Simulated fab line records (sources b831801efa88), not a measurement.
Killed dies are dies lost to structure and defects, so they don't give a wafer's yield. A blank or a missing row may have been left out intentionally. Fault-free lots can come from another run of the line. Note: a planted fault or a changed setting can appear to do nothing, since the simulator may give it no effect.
fab line records	flow sky130
record: lots: 5	wafers: 23
route steps=708 shown CAP2M@616 METAL4@626 VIA4@639 METAL5@662
start_h: hours from the record's opening day to when the first of the lot's shown wafers began	wait_h: time in hours since the lot's previous step	" same as the row above	L1.1+2: one row covering several wafers at once	- no value, or no start given	* or withheld: withheld	< > ~ a bound
route shown NAME@n: NAME is a module with steps in the file, n the number in the route of the first one	usual: mean/standard deviation taken from wafers without a fault	same: alike in all rows	chamber/n: place in a boat	sites: each site's reading	_std_site: the values' standard deviation	_edge_site: mean of outer sites minus mean of inner sites	radius_mm: how far each site lies from the wafer's centre	mask NAME#n: copy n	behind: the last tool/chamber to shape the wafer	hold: why the lot was held/for how many hours/how that ended	device: the n, p or np transistor that did not switch	end of line: tests of these same wafers at the route's end	a step with no rows: only its recipe	killed: at the first sort, the dies lost to defects and structure; wafer yield is something else	map: dies across one wafer; x = killed, . = not, _ = none there
set.NAME: the setting the step ran with; set.NAME@STEP: the setting that earlier step ran with	model.NAME: the simulator's own value behind a step, which no gauge read
lots where settings were altered on purpose, with a table for each step and a row for each wafer
== steps ==
step: SKY_CAP2M_METAL_ETCH_13
recipe: target_depth_nm: 220	stop_on: SiO2	chemistry: Cl2/BCl3	target: TiN	pressure_mtorr: 10	icp_w: 900	bias_w: 48.5	Cl2_flow_sccm: 60	bcl3_flow_sccm: 30	time_s: 62.9
lot.wafer	tool	chamber	start_h	wait_h	set.icp_w
L074.1+2	rie_metal-03	1,0	1021.19	0.0	941.5
L074.4+5+6	"	0,0,1	"	"	900
L077.1+2+3+4+6	rie_metal-03	0,1,0,1,0	1024.41	0.0	900
L083.4+5+6	rie_metal-02	0,0,1	1024.45	0.0	900
L081.1+2+6	rie_metal-03	0,1,1	1025.53	0.0	798.5
L081.4+5	"	1,0	"	"	900
L085.1+3	rie_metal-04	0	1086.11	0.0	900
L085.2+4+6	"	1,1,0	"	"	986.4
step: SKY_CAP2M_STRIP_14
recipe: chemistry: O2/N2	power_w: 1400	pressure_mtorr: 1500	platen_temp_c: withheld	o2_flow_sccm: 3000	n2_flow_sccm: 300	overash_fraction: 0.5
usual: strip_time_to_endpoint_s: 12.65/0.058
lot.wafer	tool	chamber	start_h	wait_h	set.icp_w@CAP2M_METAL_ETCH_13	strip_time_to_endpoint_s
L074.1	plasma_asher-02	0	1021.27	0.1	941.5	12.52
L074.2	"	1	"	"	941.5	12.51
L074.4	"	0	"	"	900	12.60
L074.5	"	0	"	"	900	12.61
L074.6	"	1	"	"	900	12.60
L077.1	plasma_asher-03	0	1024.49	0.1	900	12.76
L077.2	"	1	"	"	900	12.78
L077.3	"	1	"	"	900	12.78
L077.4	"	0	"	"	900	12.74
L077.6	"	1	"	"	900	12.76
L083.4	plasma_asher-02	1	1024.54	0.1	900	12.60
L083.5	"	1	"	"	900	12.55
L083.6	"	0	"	"	900	12.61
L081.1	plasma_asher-03	1	1025.60	0.1	798.5	12.78
L081.2	"	0	"	"	798.5	12.80
L081.4	"	0	"	"	900	12.66
L081.5	"	0	"	"	900	12.70
L081.6	"	1	"	"	798.5	12.83
L085.1	plasma_asher-03	1	1086.19	0.1	900	12.74
L085.2	"	0	"	"	986.4	12.68
L085.3	"	1	"	"	900	12.79
L085.4	"	0	"	"	986.4	12.62
L085.6	"	1	"	"	986.4	12.62
step: SKY_METAL4_EXPOSE_10
recipe: mask_id: MM4	na: 0.68	source_shape: annular	sigma_inner: 0.4	sigma_outer: 0.8	target_cd_nm: 300	dose_mj: 28
lot.wafer	tool	chamber	start_h	wait_h	mask	set.dose_mj
L074.1+4+5	krf_scanner-01	0	-	-	MM4#0	28
L074.2+6	"	0	"	"	MM4#0	29.05
L077.1+2	krf_scanner-02	0	-	-	MM4#0	26.52
L077.3+4+6	"	0	"	"	MM4#0	28
L083.4+5+6	krf_scanner-01	0	-	-	MM4#0	28
L081.1+2+4+5+6	krf_scanner-02	0	-	-	MM4#0	28
L085.1+2+3+4+6	krf_scanner-02	0	-	-	MM4#0	28
step: SKY_METAL4_PEB_11
recipe: peb_temp_c: withheld	peb_time_s: withheld	resist: KrF-thick
step: SKY_METAL4_DEVELOP_12
recipe: develop_time_s: 60	resist: KrF-thick	dev_temp_c: 21
step: SKY_METAL4_CD_MEAS_13
recipe: target_cd_nm: 300
usual: cd_nm: 300.3/1.3
lot.wafer	tool	chamber	start_h	wait_h	set.dose_mj@METAL4_EXPOSE_10	cd_nm
L074.1	cd_sem-02	-	1044.38	-	28	298.5
L074.2	"	-	"	"	29.05	293.3
L074.4	"	-	"	"	28	299.7
L074.5	"	-	"	"	28	298.3
L074.6	"	-	"	"	29.05	293.1
L077.1	cd_sem-02	-	1048.23	-	26.52	312.7
L077.2	"	-	"	"	26.52	311.3
L077.3	"	-	"	"	28	301.6
L077.4	"	-	"	"	28	301.1
L077.6	"	-	"	"	28	301.7
L083.4	cd_sem-01	-	1048.63	-	28	300.1
L083.5	"	-	"	"	28	301.1
L083.6	"	-	"	"	28	302.5
L081.1	cd_sem-01	-	1049.52	-	28	300.0
L081.2	"	-	"	"	28	299.4
L081.4	"	-	"	"	28	301.4
L081.5	"	-	"	"	28	300.9
L081.6	"	-	"	"	28	299.9
L085.1	cd_sem-02	-	1107.88	-	28	301.3
L085.2	"	-	"	"	28	301.0
L085.3	"	-	"	"	28	302.3
L085.4	"	-	"	"	28	300.6
L085.6	"	-	"	"	28	300.5
step: SKY_METAL4_DESCUM_15
recipe: chemistry: O2	source_power_w: 150	bias_power_w: 0	pressure_mtorr: 10	temp_c: 40	time_s: 8
lot.wafer	tool	chamber	start_h	wait_h	set.dose_mj@METAL4_EXPOSE_10	model.METAL4.cd_nm
L074.1	rie_metal-03	1	1044.53	0.0	28	298.9
L074.2	"	0	"	"	29.05	293.2
L074.4	"	1	"	"	28	300.3
L074.5	"	0	"	"	28	298.6
L074.6	"	1	"	"	29.05	293.5
L077.1	rie_metal-03	0	1048.38	0.0	26.52	313.4
L077.2	"	1	"	"	26.52	312.4
L077.3	"	0	"	"	28	301.9
L077.4	"	1	"	"	28	301.3
L077.6	"	1	"	"	28	302.3
L083.4	rie_metal-04	0	1048.74	0.0	28	300.5
L083.5	"	0	"	"	28	301.2
L083.6	"	1	"	"	28	303
L081.1	rie_metal-03	0	1049.68	0.0	28	300.2
L081.2	"	1	"	"	28	300.7
L081.4	"	0	"	"	28	301.6
L081.5	"	1	"	"	28	301.9
L081.6	"	0	"	"	28	300.3
L085.1+2	rie_metal-01	0,1	1108.03	0.0	28	301.2
L085.3	"	1	"	"	28	302.1
L085.4	"	0	"	"	28	300.8
L085.6	"	1	"	"	28	300.6
step: SKY_VIA4_HDPCVD_00
recipe: material: SiO2	target_thk_nm: 1750	sigma_open_frac: 0.3	time_s: 291.7	temp_c: 400	sih4_flow_sccm: 60	pressure_mtorr: 6
lot.wafer	tool	chamber	start_h	wait_h	set.time_s	model.SiO2_of_VIA4_HDPCVD_00.thk_nm
L074.1	hdpcvd-02	0	1045.49	0.0	291.7	1749
L074.2	"	1	"	"	291.7	1741
L074.4	"	0	"	"	275.5	1660
L074.5	"	2	"	"	291.7	1759
L074.6	"	1	"	"	275.5	1641
L077.1	hdpcvd-01	2	1049.30	0.0	262.5	1598
L077.2	"	1	"	"	262.5	1629
L077.3	"	0	"	"	291.7	1774
L077.4	"	1	"	"	262.5	1627
L077.6	"	0	"	"	291.7	1755
L083.4	hdpcvd-02	0	1049.78	0.1	291.7	1759
L083.5	"	1	"	"	291.7	1755
L083.6	"	2	"	"	291.7	1748
L081.1	hdpcvd-02	1	1050.65	0.0	334.1	2018
L081.2	"	0	"	"	334.1	2036
L081.4	"	0	"	"	291.7	1780
L081.5	"	2	"	"	291.7	1752
L081.6	"	1	"	"	291.7	1748
L085.1	hdpcvd-02	0	1109.03	0.0	291.7	1748
L085.2	"	1	"	"	291.7	1722
L085.3	"	2	"	"	291.7	1736
L085.4	"	1	"	"	291.7	1728
L085.6	"	2	"	"	291.7	1759
step: SKY_VIA4_THK_MEAS_01
recipe: reads: SiO2_of_VIA4_HDPCVD_00
usual: VIA4_HDPCVD_THK: 1762/20
lot.wafer	tool	chamber	start_h	wait_h	set.time_s@VIA4_HDPCVD_00	VIA4_HDPCVD_THK[nm]
L074.1	film_metro-03	-	1045.67	0.1	291.7	1751
L074.2	"	-	"	"	291.7	1740
L074.4	"	-	"	"	275.5	1660
L074.5	"	-	"	"	291.7	1760
L074.6	"	-	"	"	275.5	1640
L077.1	film_metro-03	-	1049.48	0.1	262.5	1598
L077.2	"	-	"	"	262.5	1630
L077.3	"	-	"	"	291.7	1774
L077.4	"	-	"	"	262.5	1627
L077.6	"	-	"	"	291.7	1755
L083.4	film_metro-03	-	1049.90	0.0	291.7	1760
L083.5	"	-	"	"	291.7	1755
L083.6	"	-	"	"	291.7	1747
L081.1	film_metro-02	-	1050.83	0.1	334.1	2018
L081.2	"	-	"	"	334.1	2036
L081.4	"	-	"	"	291.7	1782
L081.5	"	-	"	"	291.7	1751
L081.6	"	-	"	"	291.7	1749
L085.1	film_metro-01	-	1109.21	0.1	291.7	1747
L085.2	"	-	"	"	291.7	1721
L085.3	"	-	"	"	291.7	1735
L085.4	"	-	"	"	291.7	1728
L085.6	"	-	"	"	291.7	1758
step: SKY_VIA4_DEVELOP_10
recipe: resist: NOVOLAK	developer: TMAH	develop_time_s: 60	dev_temp_c: 23
lot.wafer	tool	chamber	start_h	wait_h	set.develop_time_s
L074.1+2+4	litho_track-03	0	1067.54	0.1	60
L074.5+6	"	0	"	"	53.65
L077.1+6	litho_track-03	0	1071.34	0.1	60
L077.2+3+4	"	0	"	"	57.3
L083.4+5+6	litho_track-04	0	1071.93	0.1	60
L081.1+2+5	litho_track-04	0	1072.16	0.1	57.47
L081.4+6	"	0	"	"	60
L085.1+2+6	litho_track-03	0	1129.59	0.1	60
L085.3+4	"	0	"	"	68.52
step: SKY_VIA4_ETCH_12
recipe: target: SiO2	chemistry: C4F8/O2/Ar	stop_on: TiN	mask_material: NOVOLAK	source_w: 1500	bias_w: 1200	pressure_mtorr: 40	c4f8_flow_sccm: withheld	O2_flow_sccm: 6	Ar_flow_sccm: 300	time_s: withheld	target_depth_a: 5800
lot.wafer	tool	chamber	start_h	wait_h	set.develop_time_s@VIA4_DEVELOP_10	model.VIA4.cd_nm
L074.1	rie_diel-02	2	1067.73	0.0	*	800.5
L074.2	"	0	"	"	*	797.5
L074.4	"	3	"	"	*	800.7
L074.5	"	1	"	"	*	789.2
L074.6	"	2	"	"	*	791
L077.1	rie_diel-02	1	1071.53	0.0	*	801.4
L077.2	"	2	"	"	*	795.8
L077.3	"	3	"	"	*	796
L077.4	"	0	"	"	*	793.7
L077.6	"	2	"	"	*	802.6
L083.4	rie_diel-01	1	1072.04	0.0	*	803.5
L083.5	"	1	"	"	*	799.5
L083.6	"	2	"	"	*	802
L081.1+2	rie_diel-04	0,3	1072.34	0.0	*	797.1
L081.4	"	2	"	"	*	799.4
L081.5	"	2	"	"	*	796.4
L081.6	"	1	"	"	*	799.7
L085.1+6	rie_diel-01	0	1129.78	0.0	*	797.6
L085.2	"	3	"	"	*	796.7
L085.3	"	1	"	"	*	810.3
L085.4	"	3	"	"	*	810
step: SKY_VIA4_SPUTTER_17
recipe: material: TiN	target_thk_nm: 20	chamber_pressure_pa: 5	power_w: 4000	time_s: 80
lot.wafer	tool	chamber	start_h	wait_h	set.power_w	model.TiN_of_VIA4_SPUTTER_17.thk_nm
L074.1	pvd_sputter-03	-	1068.39	0.0	4000	19.93
L074.2	"	-	"	"	4194	20.84
L074.4	"	-	"	"	4194	20.92
L074.5	"	-	"	"	4194	20.89
L074.6	"	-	"	"	4000	19.85
L077.1	pvd_sputter-02	-	1072.19	0.0	4000	19.97
L077.2	"	-	"	"	4336	21.64
L077.3	"	-	"	"	4000	20.28
L077.4	"	-	"	"	4336	21.81
L077.6	"	-	"	"	4000	19.8
L083.4	pvd_sputter-03	-	1072.71	0.0	4000	20.18
L083.5	"	-	"	"	4000	20.19
L083.6	"	-	"	"	4000	20.15
L081.1	pvd_sputter-01	-	1073.01	0.0	4000	20.35
L081.2	"	-	"	"	4000	20.41
L081.4	"	-	"	"	4000	20.09
L081.5+6	"	-	"	"	4000	20.39
L085.1	pvd_sputter-02	-	1130.46	0.0	3762	18.64
L085.2	"	-	"	"	4000	19.71
L085.3	"	-	"	"	4000	20.04
L085.4	"	-	"	"	3762	18.56
L085.6	"	-	"	"	3762	18.46
step: SKY_METAL5_SPUTTER_01
recipe: material: TiN	target_thk_nm: 20	power_w: 6500	time_s: 16.7	chamber_pressure_pa: 0.4
lot.wafer	tool	chamber	start_h	wait_h	set.chamber_pressure_pa	model.TiN_of_METAL5_SPUTTER_01.thk_nm
L074.1	pvd_sputter-03	-	1069.26	0.0	0.4	20.05
L074.2	"	-	"	"	0.4	20.28
L074.4	"	-	"	"	0.4	20.1
L074.5	"	-	"	"	0.4	20.11
L074.6	"	-	"	"	0.4	19.99
L077.1	pvd_sputter-03	-	1073.06	0.0	0.4375	19.85
L077.2	"	-	"	"	0.4375	19.8
L077.3	"	-	"	"	0.4375	19.81
L077.4	"	-	"	"	0.4375	19.69
L077.6	"	-	"	"	0.4375	19.95
L083.4	pvd_sputter-02	-	1073.42	0.0	0.4	19.91
L083.5	"	-	"	"	0.4	19.89
L083.6	"	-	"	"	0.4	19.87
L081.1	pvd_sputter-02	-	1073.87	0.0	0.4571	19.46
L081.2	"	-	"	"	0.4571	19.75
L081.4	"	-	"	"	0.4571	19.51
L081.5	"	-	"	"	0.4571	19.43
L081.6	"	-	"	"	0.4571	19.5
L085.1	pvd_sputter-03	-	1131.32	0.0	0.3465	20.68
L085.2	"	-	"	"	0.3465	20.51
L085.3	"	-	"	"	0.3465	20.7
L085.4	"	-	"	"	0.3465	20.65
L085.6	"	-	"	"	0.3465	20.38
step: SKY_METAL5_EXPOSE_11
recipe: mask_id: MM5	na: 0.6	source_shape: conventional	sigma_outer: 0.6	polarization: unpolarized	target_cd_nm: 1600	dose_mj: 190
lot.wafer	tool	chamber	start_h	wait_h	mask	set.dose_mj
L074.1+5	iline_stepper-01	0	-	-	MM5#0	179.7
L074.2+4+6	"	0	"	"	MM5#0	190
L077.1+3	iline_stepper-01	0	-	-	MM5#0	190
L077.2+4+6	"	0	"	"	MM5#0	184.6
L083.4+5+6	iline_stepper-02	0	-	-	MM5#0	190
L081.1+4	iline_stepper-01	0	-	-	MM5#0	199.7
L081.2+5+6	"	0	"	"	MM5#0	190
L085.1+2	iline_stepper-02	0	-	-	MM5#0	190
L085.3+4+6	"	0	"	"	MM5#0	183.8
step: SKY_METAL5_PEB_12
recipe: temp_c: withheld	time_s: *	resist: NOVOLAK
step: SKY_METAL5_DEVELOP_13
recipe: resist: NOVOLAK	developer: TMAH	develop_time_s: 60	dev_temp_c: 23
step: SKY_METAL5_DESCUM_14
recipe: chemistry: O2	source_power_w: 150	bias_power_w: 0	pressure_mtorr: 10	temp_c: 40	time_s: 11
lot.wafer	tool	chamber	start_h	wait_h	set.dose_mj@METAL5_EXPOSE_11	model.METAL5.cd_nm
L074.1+5	rie_metal-01	1,0	1089.78	0.1	179.7	1614
L074.2	"	0	"	"	190	1596
L074.4	"	1	"	"	190	1595
L074.6	"	1	"	"	190	1597
L077.1	rie_metal-03	1	1093.23	0.1	190	1602
L077.2	"	0	"	"	184.6	1610
L077.3	"	0	"	"	190	-
L077.4	"	1	"	"	184.6	1608
L077.6	"	1	"	"	184.6	1607
L083.4	rie_metal-01	0	1093.54	0.1	190	1597
L083.5	"	1	"	"	190	1598
L083.6	"	0	"	"	190	1600
L081.1+4	rie_metal-02	1	1094.43	0.1	199.7	1584
L081.2	"	0	"	"	190	1599
L081.5	"	0	"	"	190	1596
L081.6	"	1	"	"	190	1597
L085.1+2	rie_metal-02	0,1	1149.98	0.1	190	1600
L085.3+4	"	1,0	"	"	183.8	1610
L085.6	"	1	"	"	183.8	1608
== key ==
split: step: SKY_CAP2M_METAL_ETCH_13	setting: icp_w	stated: 900	by: wafer
response: step: SKY_CAP2M_STRIP_14	reading: strip_time_to_endpoint_s	change: *	per: 1%	r: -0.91
split: step: SKY_METAL4_EXPOSE_10	setting: dose_mj	stated: 28	by: wafer
response: step: SKY_METAL4_CD_MEAS_13	reading: cd_nm	change: -1.83	per: 1%	r: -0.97
response: step: SKY_METAL4_DESCUM_15	reading: model.METAL4.cd_nm	change: -1.92	per: 1%	r: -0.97
split: step: SKY_VIA4_HDPCVD_00	setting: time_s	stated: 291.7	by: wafer
response: step: SKY_VIA4_HDPCVD_00	reading: model.SiO2_of_VIA4_HDPCVD_00.thk_nm	change: +17.2	per: 1%	r: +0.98
response: step: SKY_VIA4_THK_MEAS_01	reading: VIA4_HDPCVD_THK	change: +17.2	per: 1%	r: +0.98
split: step: SKY_VIA4_DEVELOP_10	setting: develop_time_s	stated: 60	by: wafer
response: step: SKY_VIA4_ETCH_12	reading: model.VIA4.cd_nm	change: +0.923	per: 1%	r: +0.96
split: step: SKY_VIA4_SPUTTER_17	setting: power_w	stated: 4000	by: wafer
response: step: SKY_VIA4_SPUTTER_17	reading: model.TiN_of_VIA4_SPUTTER_17.thk_nm	change: +0.209	per: 1%	r: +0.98
split: step: SKY_METAL5_SPUTTER_01	setting: chamber_pressure_pa	stated: 0.4	by: lot
response: step: SKY_METAL5_SPUTTER_01	reading: model.TiN_of_METAL5_SPUTTER_01.thk_nm	change: -0.0361	per: 1%	r: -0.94
split: step: SKY_METAL5_EXPOSE_11	setting: dose_mj	stated: 190	by: wafer
response: step: SKY_METAL5_DESCUM_14	reading: model.METAL5.cd_nm	change: -2.89	per: 1%	r: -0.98
